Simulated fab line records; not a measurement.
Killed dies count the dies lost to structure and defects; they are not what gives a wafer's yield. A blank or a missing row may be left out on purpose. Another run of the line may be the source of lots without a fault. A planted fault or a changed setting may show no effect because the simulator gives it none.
The tool behind it: which one? :: flow sky130 :: 12 lots, 36 wafers sampled, at 1 step of a route of 708

WHAT THE GAUGES SHOWED, per wafer
SKY_VIA1_THK_MEAS_01.
lot: L075
measured: day 33 04:16
on: film_metro-04
VIA1_HDPCVD_THK (nm): 1073 1059 1055

lot: L077
measured: day 33 22:31
on: film_metro-02
VIA1_HDPCVD_THK (nm): 1083 1064 1086

lot: L080
measured: day 34 18:28
on: film_metro-01
VIA1_HDPCVD_THK (nm): 1073 1081 1066

lot: L081
measured: day 35 09:54
on: film_metro-01
VIA1_HDPCVD_THK (nm): 1073 1072 1081

lot: L083
measured: day 36 00:16
on: film_metro-04
VIA1_HDPCVD_THK (nm): 1062 1067 1068

lot: L085
measured: day 36 11:55
on: film_metro-02
VIA1_HDPCVD_THK (nm): 1050 1058 1059

lot: L087
measured: day 37 00:31
on: film_metro-04
VIA1_HDPCVD_THK (nm): 1081 1088 1081

lot: L089
measured: day 37 19:41
on: film_metro-01
VIA1_HDPCVD_THK (nm): 1090 1093 1080

lot: L091
measured: day 38 09:15
on: film_metro-01
VIA1_HDPCVD_THK (nm): 1080 1073 1069

lot: L093
measured: day 38 22:52
on: film_metro-01
VIA1_HDPCVD_THK (nm): 1076 1072 1067

lot: L095
measured: day 39 14:39
on: film_metro-02
VIA1_HDPCVD_THK (nm): 1074 1075 1085

lot: L097
measured: day 39 21:43
on: film_metro-02
VIA1_HDPCVD_THK (nm): 1086 1083 1083

WHAT TOOL EACH LOT RAN ON (gives the tool, then ch and the chambers of the sampled wafers, and finally the start)
Record: no process step prior to these readings.

THE ANSWER, worked out from the rows above alone
Rule: usual is defined by the lots themselves. Put in order of their means at a reading, lots are off if they are a third of the lots or fewer, leave a main group of 4 or more, and stand apart from it by a gap of 3 or more times the standard deviation of the main group's means; of several such gaps the widest counts. The tables above print the reading to a certain number of digits; a main group whose means all agree to those digits is not used. A lot without any number at a reading at which 4 lots or more have one is off too. All remaining lots with rows at the step are treated as sound.
Nothing can be told from this: no lot is off at any reading shown.

WHAT THE SIMULATOR HAD PUT IN
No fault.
